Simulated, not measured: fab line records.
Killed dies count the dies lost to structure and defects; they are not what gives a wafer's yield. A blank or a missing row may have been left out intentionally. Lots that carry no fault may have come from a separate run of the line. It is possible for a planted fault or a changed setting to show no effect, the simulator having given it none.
fab line records    flow sky130
record: lots: 10  wafers: 30  last-day: 50
route steps=708 shown VIA1@471 METAL2@488 METAL5@676 PAD_OPEN@708
lots that met no fault: taken from a fault-free run of the same line
start-h: hours from the record's opening day to when the first of the lot's shown wafers began    wait-h: how many hours have passed since the lot's step before this one    " repeats the value in the row above    L1.1+2: a single row standing in for several wafers    - either no value or no given start    * or withheld: withheld    < > ~ a bound
route shown NAME@n: names a module that has steps shown in the file, with the first one's number in the route    usual: the fault-free wafers' mean and standard deviation    same: alike in all rows    chamber/n: place in a boat    sites: readings site by site    _std_site: the values' standard deviation    _edge_site: the outer-site mean with the inner-site mean subtracted    radius-mm: how far each site lies from the wafer's centre    mask NAME#n: copy n    behind: the most recent tool/chamber to have shaped the wafer    hold: why the lot was held/for how many hours/how that ended    device: the transistor (n, p or np) that didn't switch    end of line: tests run on the same wafers once the route is complete    a step with no rows: only its recipe    killed: the dies lost at the first sort to structure and to defects; this is not the yield of the wafer    map: a wafer's dies, x killed, . not, _ none there
set.NAME: the setting as run; set.NAME@STEP: as run at that earlier step    model.NAME: the simulator's own value behind a step, which no gauge read
steps of the route over a sample of lots; a table a step, a row a wafer
services: when a tool's chamber went out of use (start-h, in hours from the record's first day, below 0 if earlier), for how many hours, and the reason
== steps ==
step: SKY_VIA1_OVL_MEAS_13
usual: VIA1_OVL: -2/4.4
lot.wafer  tool        chamber  start-h  wait-h  VIA1_OVL[nm]
L166.3     overlay-01  -        792.24   0.1     -5
L166.5     "           -        "        "       0
L166.6     "           -        "        "       3
L167.3     overlay-02  -        799.39   0.1     -7
L167.4     "           -        "        "       -12
L167.6     "           -        "        "       -1
L170.1     overlay-01  -        841.94   0.1     -4
L170.2     "           -        "        "       -9
L170.4     "           -        "        "       -2
L175.4     overlay-01  -        888.95   0.1     1
L175.5     "           -        "        "       -4
L175.6     "           -        "        "       -4
L176.1     overlay-01  -        893.53   0.1     -1
L176.2     "           -        "        "       2
L176.6     "           -        "        "       -4
L180.2     overlay-02  -        898.90   0.1     -9
L180.4     "           -        "        "       -6
L180.6     "           -        "        "       -6
L183.1     overlay-01  -        921.29   0.1     -4
L183.4     "           -        "        "       0
L183.6     "           -        "        "       -1
L184.2     overlay-01  -        937.33   0.1     -2
L184.4     "           -        "        "       1
L184.6     "           -        "        "       7
L186.1     overlay-02  -        938.10   0.1     2
L186.2     "           -        "        "       3
L186.3     "           -        "        "       -4
L187.1     overlay-02  -        950.93   0.1     1
L187.2     "           -        "        "       4
L187.5     "           -        "        "       -10
step: SKY_METAL2_RS_MEAS_05
recipe: thk-meas-gauge: four-point-probe  reads: TiN_of_METAL2_SPUTTER_04+Ti_of_METAL2_SPUTTER_03+AlCu_of_METAL2_SPUTTER_02+TiN_of_METAL2_SPUTTER_01+Ti_of_METAL2_SPUTTER_00
usual: METAL2_ALCU_RS: 0.1271/0.0017
lot.wafer  tool           chamber  start-h  wait-h  METAL2_ALCU_RS[ohm/sq]
L166.3     film-metro-03  -        793.76   0.1     0.1298
L166.5     "              -        "        "       0.1255
L166.6     "              -        "        "       0.1290
L167.3     film-metro-02  -        801.01   0.1     0.1260
L167.4     "              -        "        "       0.1235
L167.6     "              -        "        "       0.1285
L170.1     film-metro-03  -        843.47   0.0     0.1291
L170.2     "              -        "        "       0.1269
L170.4     "              -        "        "       0.1281
L175.4     film-metro-01  -        890.49   0.1     0.1267
L175.5     "              -        "        "       0.1287
L175.6     "              -        "        "       0.1270
L176.1     film-metro-02  -        895.02   0.0     0.1277
L176.2     "              -        "        "       0.1282
L176.6     "              -        "        "       0.1287
L180.2     film-metro-02  -        900.42   0.0     0.1263
L180.4     "              -        "        "       0.1254
L180.6     "              -        "        "       0.1261
L183.1     film-metro-01  -        922.81   0.0     0.1253
L183.4     "              -        "        "       0.1252
L183.6     "              -        "        "       0.1231
L184.2     film-metro-02  -        938.93   0.0     0.1267
L184.4     "              -        "        "       0.1271
L184.6     "              -        "        "       0.1278
L186.1     film-metro-02  -        939.94   0.0     0.1254
L186.2     "              -        "        "       0.1276
L186.3     "              -        "        "       0.1272
L187.1     film-metro-03  -        952.42   0.0     0.1263
L187.2     "              -        "        "       0.1267
L187.5     "              -        "        "       0.1260
step: SKY_METAL2_ETCH_18
recipe: chemistry: N2/H2  target: BARC  ion-energy-ev: 200  bias-w: 100  pressure-mtorr: 30  n2-flow-sccm: 100  h2-flow-sccm: 200  icp-w: 512.2  stop-on: SiO2  time-s: 45.9  target-depth-a: 600
usual: drypump-motor-current-A: 5.7/0.31  oes-product-au: 0.855/0.0049  rf-fwd-power-W: 506.5/2  throttle-valve-pct: 13.226/0.009
lot.wafer  tool          chamber  start-h  wait-h  drypump-motor-current-A  oes-product-au  rf-fwd-power-W  rf-hours-counter-h  throttle-valve-pct
L166.3     rie-metal-02  0        820.69   0.0     5.8                      0.868           501.7           -                   13.209
L166.5     "             1        "        "       5.0                      0.852           509.0           -                   13.219
L166.6     "             0        "        "       5.8                      0.856           503.3           -                   13.215
L167.3     rie-metal-04  1        827.92   0.0     5.9                      0.853           508.1           -                   13.214
L167.4     "             0        "        "       5.8                      0.858           507.8           -                   13.216
L167.6     "             1        "        "       5.9                      0.859           508.0           -                   13.215
L170.1     rie-metal-02  1        869.70   0.0     5.1                      0.857           506.0           18                  13.245
L170.2     "             0        "        "       5.8                      0.855           505.1           14                  13.222
L170.4     "             1        "        "       5.1                      0.855           506.6           -                   13.245
L175.4     rie-metal-02  0        916.62   0.0     5.8                      0.850           506.9           -                   13.222
L175.5     "             0        "        "       5.8                      0.857           507.2           -                   13.231
L175.6     "             1        "        "       5.1                      0.857           506.3           -                   13.212
L176.1     rie-metal-04  0        919.82   0.0     5.8                      0.850           506.8           0                   13.226
L176.2     "             1        "        "       5.9                      0.864           506.1           14                  13.224
L176.6     "             1        "        "       5.9                      0.850           505.9           -                   13.227
L180.2     rie-metal-02  0        925.60   0.0     5.8                      0.855           507.6           17                  13.227
L180.4     "             1        "        "       5.1                      0.850           509.7           -                   13.220
L180.6     "             0        "        "       5.8                      0.855           507.5           -                   13.224
L183.1     rie-metal-01  0        947.57   0.0     5.8                      0.851           505.8           6                   13.235
L183.4     "             1        "        "       5.2                      0.857           506.0           -                   13.228
L183.6     "             1        "        "       5.2                      0.859           503.5           -                   13.221
L184.2     rie-metal-04  0        962.54   0.0     5.7                      0.847           507.7           2                   13.225
L184.4     "             1        "        "       6.0                      0.853           508.3           -                   13.217
L184.6     "             1        "        "       5.9                      0.854           506.9           -                   13.236
L186.1     rie-metal-04  0        963.79   0.0     5.7                      0.854           509.5           2                   13.238
L186.2     "             1        "        "       5.9                      0.859           507.4           16                  13.213
L186.3     "             1        "        "       5.9                      0.850           506.5           -                   13.230
L187.1     rie-metal-02  0        975.80   0.0     5.8                      0.858           501.4           20                  13.231
L187.2     "             1        "        "       5.1                      0.856           508.5           4                   13.226
L187.5     "             1        "        "       5.1                      0.851           507.9           -                   13.223
step: SKY_METAL5_METAL_ETCH_15
recipe: target-depth-a: 12600  stop-on: SiO2  over-etch-frac: 0.2  time-s: 252  chemistry: Cl2/BCl3  resist-sidewall-deg: 86  pressure-mtorr: 10  icp-w: 920.4  bias-w: 48.5  Cl2_flow_sccm: 60  bcl3-flow-sccm: 30
usual: drypump-motor-current-A: 5.7/0.31  oes-product-au: 0.894/0.0051  rf-fwd-power-W: 917.9/3  throttle-valve-pct: 22.263/0.0095
lot.wafer  tool          chamber  start-h  wait-h  drypump-motor-current-A  oes-product-au  rf-fwd-power-W  rf-hours-counter-h  throttle-valve-pct
L166.3     rie-metal-03  1        1032.89  0.1     5.8                      0.893           917.7           -                   22.256
L166.5     "             0        "        "       6.0                      0.896           919.7           -                   22.278
L166.6     "             1        "        "       5.8                      0.905           918.8           -                   22.256
L167.3     rie-metal-03  0        1035.93  0.1     6.0                      0.897           920.7           -                   22.276
L167.4     "             1        "        "       5.8                      0.890           916.8           -                   22.257
L167.6     "             1        "        "       5.7                      0.894           919.4           -                   22.292
L170.1     rie-metal-03  0        1070.70  0.0     6.0                      0.779           917.7           14                  22.245
L170.2     "             1        "        "       5.8                      0.768           923.4           20                  22.260
L170.4     "             1        "        "       5.7                      0.778           919.5           -                   22.256
L175.4     rie-metal-04  1        1110.13  0.1     5.9                      0.900           917.5           -                   22.256
L175.5     "             0        "        "       5.7                      0.899           919.0           -                   22.255
L175.6     "             1        "        "       5.9                      0.892           912.8           -                   22.267
L176.1     rie-metal-04  0        1111.83  0.0     5.8                      0.897           920.9           11                  22.259
L176.2     "             1        "        "       5.9                      0.895           916.6           24                  22.248
L176.6     "             1        "        "       5.9                      0.904           913.3           -                   22.275
L180.2     rie-metal-04  1        1113.45  0.0     5.9                      0.892           917.0           24                  22.280
L180.4     "             1        "        "       5.9                      0.892           917.8           -                   22.233
L180.6     "             0        "        "       5.7                      0.899           921.7           -                   22.263
L183.1     rie-metal-02  1        1132.09  0.1     5.1                      0.905           916.4           18                  22.268
L183.4     "             1        "        "       5.1                      0.896           911.0           -                   22.254
L183.6     "             1        "        "       5.1                      0.892           916.9           -                   22.266
L184.2     rie-metal-04  1        1146.64  0.0     5.9                      0.896           920.4           26                  22.260
L184.4     "             1        "        "       5.9                      0.891           917.0           -                   22.283
L184.6     "             0        "        "       5.7                      0.897           917.8           -                   22.244
L186.1     rie-metal-03  1        1147.95  0.0     5.8                      0.892           920.3           26                  22.255
L186.2     "             0        "        "       6.0                      0.896           921.1           21                  22.248
L186.3     "             0        "        "       6.0                      0.892           914.5           -                   22.272
L187.1     rie-metal-04  0        1157.05  0.0     5.7                      0.894           921.6           14                  22.276
L187.2     "             1        "        "       5.9                      0.901           923.9           27                  22.270
L187.5     "             1        "        "       5.9                      0.891           918.5           -                   22.260
step: SKY_METAL5_STRIP_16
recipe: chemistry: O2/N2  power-w: 1400  pressure-mtorr: 1500  platen-temp-c: withheld  o2-flow-sccm: 3000  n2-flow-sccm: 300  overash-fraction: 0.5
usual: drypump-motor-current-A: 5.9/0.42  oes-product-au: 0.710/0.0045  strip-time-to-endpoint-s: 12.83/0.16
lot.wafer  tool             chamber  start-h  wait-h  drypump-motor-current-A  oes-product-au  rf-hours-counter-h  strip-time-to-endpoint-s
L166.3     plasma-asher-04  0        1033.08  0.1     6.1                      0.710           -                   12.97
L166.5     "                1        "        "       5.2                      0.720           -                   12.88
L166.6     "                0        "        "       6.1                      0.712           -                   12.89
L167.3     plasma-asher-01  0        1036.12  0.1     5.9                      0.705           -                   12.80
L167.4     "                1        "        "       5.5                      0.709           -                   12.85
L167.6     "                1        "        "       5.5                      0.707           -                   12.81
L170.1     plasma-asher-03  1        1070.94  0.2     6.5                      0.707           32                  16.26
L170.2     "                0        "        "       5.8                      0.709           32                  16.36
L170.4     "                0        "        "       5.8                      0.709           -                   16.35
L175.4     plasma-asher-01  1        1110.37  0.1     5.5                      0.718           -                   12.68
L175.5     "                0        "        "       5.9                      0.707           -                   13.08
L175.6     "                1        "        "       5.5                      0.707           -                   12.60
L176.1     plasma-asher-04  0        1112.14  0.2     6.2                      0.714           66                  13.11
L176.2     "                1        "        "       5.2                      0.709           66                  12.57
L176.6     "                0        "        "       6.2                      0.697           -                   12.48
L180.2     plasma-asher-03  1        1113.77  0.2     6.5                      0.719           36                  12.57
L180.4     "                1        "        "       6.5                      0.711           -                   12.62
L180.6     "                1        "        "       6.5                      0.709           -                   13.10
L183.1     plasma-asher-04  1        1132.56  0.4     5.2                      0.706           69                  12.80
L183.4     "                1        "        "       5.2                      0.706           -                   12.78
L183.6     "                1        "        "       5.2                      0.710           -                   12.77
L184.2     plasma-asher-04  1        1146.88  0.2     5.2                      0.718           70                  12.54
L184.4     "                0        "        "       6.1                      0.708           -                   12.63
L184.6     "                1        "        "       5.2                      0.711           -                   12.98
L186.1     plasma-asher-01  0        1148.19  0.2     5.9                      0.707           7                   13.01
L186.2     "                1        "        "       5.5                      0.712           7                   12.88
L186.3     "                0        "        "       6.0                      0.713           -                   12.96
L187.1     plasma-asher-03  0        1157.29  0.2     5.8                      0.709           40                  13.05
L187.2     "                1        "        "       6.4                      0.711           40                  12.60
L187.5     "                0        "        "       5.8                      0.710           -                   12.58
step: SKY_PAD_OPEN_PROBE_99
usual: defect-limited-yield: 82.8/1.9  killed_at_M0_to_M3: 43/7.5  killed_at_M4_up: 2.8/1.8  killed-at-contacts: 24/5.3  killed-at-front-end: 14/4.2  killed-at-other: 0.3/0.54  killed-dies: 84/9.4  killed-on-rim: 16/3.3  killed-open: 46/7.1  killed-short: 38/6.6  sort_bin_3_pad_short: 0.8/0.42  sort_bin_5_function: 10.1/1.4  sort_bin_6_memory: 6.2/1.1  sort-n-pass: 408/9.4  sort-yield-pct: 82.8/1.9
same: gross-dies: 492  killed-at-back-side: 0  sort_bin_4_leakage[%]: 0  sort_bin_8_speed[%]: 0
lot.wafer  tool       chamber  start-h  wait-h  defect-limited-yield[%]  killed_at_M0_to_M3  killed_at_M4_up  killed-at-contacts  killed-at-front-end  killed-at-other  killed-dies  killed-on-rim  killed-open  killed-short  sort_bin_3_pad_short[%]  sort_bin_5_function[%]  sort_bin_6_memory[%]  sort-n-pass  sort-yield-pct[%]
L167.3     prober-01  -        1082.36  0.2     83.9                     41                  0                22                  14                   2                79           19             51           26            0.6                      10.8                    4.7                   413          83.9
L167.4     prober-01  -        1082.41  0.2     81.1                     50                  5                22                  15                   1                93           14             59           34            0.6                      11.2                    7.1                   399          81.1
L167.6     prober-01  -        1082.51  0.2     81.1                     48                  1                25                  19                   0                93           19             54           39            0.8                      10.0                    8.1                   399          81.1
L170.1     prober-02  -        1115.43  0.1     0                        38                  420              26                  8                    0                492          96             41           32            0.6                      93.9                    5.5                   0            0
L170.2     prober-02  -        1115.48  0.1     0                        44                  406              21                  20                   1                492          96             46           41            1.6                      92.3                    6.1                   0            0
L170.4     prober-02  -        1115.58  0.2     0                        39                  407              32                  14                   0                492          96             44           46            0.8                      91.9                    7.3                   0            0
killed by level:class
L167.3 VIA1:geometric-particle:open=17 CONTACT:geometric-particle:open=11 POLY_GATE:geometric-particle:open=6 VIA1:geometric-particle:short=5 LI_CONTACT:geometric-particle:open=5 VIA2:geometric-particle:open=5 FIELD_ISO:geometric-particle:open=4 LOCAL_INTERCONNECT:geometric-particle:short=3
L167.4 VIA1:geometric-particle:open=14 VIA3:geometric-particle:open=11 CONTACT:geometric-particle:open=10 VIA2:geometric-particle:open=8 LI_CONTACT:geometric-particle:open=6 VIA2:geometric-particle:short=5 METAL4:geometric-particle:short=5 POLY_GATE:geometric-particle:short=4
L167.6 VIA1:geometric-particle:open=13 LI_CONTACT:geometric-particle:open=10 VIA1:geometric-particle:short=8 VIA3:geometric-particle:open=7 CONTACT:geometric-particle:open=7 METAL1:geometric-particle:short=7 VIA2:geometric-particle:open=5 FIELD_ISO:geometric-particle:open=4
L170.1 METAL5:area-etch=419 CONTACT:geometric-particle:open=11 VIA1:geometric-particle:open=10 VIA2:geometric-particle:open=7 LOCAL_INTERCONNECT:geometric-particle:short=6 METAL2:geometric-particle:short=5 VIA2:geometric-particle:short=5 LI_CONTACT:geometric-particle:open=3
L170.2 METAL5:area-etch=405 CONTACT:geometric-particle:open=10 VIA1:geometric-particle:open=8 VIA1:geometric-particle:short=7 FIELD_ISO:geometric-particle:short=6 POLY_GATE:geometric-particle:open=6 VIA3:geometric-particle:open=6 METAL1:geometric-particle:short=6
L170.4 METAL5:area-etch=402 CONTACT:geometric-particle:open=13 VIA1:geometric-particle:open=11 CONTACT:geometric-particle:short=9 METAL1:geometric-particle:short=6 METAL2:geometric-particle:short=6 POLY_GATE:geometric-particle:open=5 METAL2:geometric-particle:open=4
== services ==
tool             chamber  start-h  hours  kind
plasma-asher-03  -        828.68   3.6    repair
rie-metal-04     -        831.22   2.8    pm
rie-metal-03     0        867.42   2.0    repair
rie-metal-01     0        879.50   2.3    repair
rie-metal-02     1        880.18   -      clean
rie-metal-01     0        890.76   28.6   repair
rie-metal-04     0        897.29   -      clean
rie-metal-04     0        897.29   19.5   scheduled-down
rie-metal-04     0        897.29   19.5   vent-cycle
rie-metal-01     1        901.53   36.5   repair
plasma-asher-04  -        913.18   3.6    repair
rie-metal-02     -        925.78   2.8    pm
rie-metal-03     1        940.72   12.7   repair
plasma-asher-01  -        974.02   2.8    pm
plasma-asher-04  -        989.81   3.2    repair
rie-metal-02     -        1001.94  0.5    repair
rie-metal-04     -        1041.61  14.6   pm
plasma-asher-04  -        1042.11  15.6   pm
plasma-asher-01  -        1055.25  9.0    pm
plasma-asher-01  -        1057.84  0.8    repair
rie-metal-01     -        1073.00  0.6    repair
plasma-asher-01  -        1090.31  9.1    repair
rie-metal-01     -        1105.85  0.7    repair
rie-metal-02     1        1135.89  26.8   repair
== key ==
first-sign: step: SKY_METAL5_METAL_ETCH_15  reading: oes-product-au  direction: down  sigmas: 23  usual: 0.894  struck: 0.775
effect: step: SKY_METAL5_STRIP_16  reading: strip-time-to-endpoint-s  direction: up  sigmas: 22  usual: *  struck: *
effect: step: SKY_PAD_OPEN_PROBE_99  reading: killed_at_M4_up  direction: up  sigmas: 99+  usual: 2.8  struck: 411
more-kills-born-at: SKY_METAL5_METAL_ETCH_15@rie-metal-03: 1226
met-at SKY_METAL5_METAL_ETCH_15
struck-lots L170
later-rows-left-out L170.1,L170.2,L170.4
not-acting-at SKY_VIA1_OVL_MEAS_13,SKY_METAL2_RS_MEAS_05,SKY_METAL2_ETCH_18
onset-between 1035.93 1070.70
fault: kind: process-parameter-drift  tool: rie-metal-03  chamber: -  onset-h: 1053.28  steps: SKY_METAL5_METAL_ETCH_15  channel: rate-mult  offset: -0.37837  shape: step  end-h: 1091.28
later-rows-left-out: the simulator's readings of these wafers behind a module that went badly wrong aren't trusted and aren't shown, but for the sort
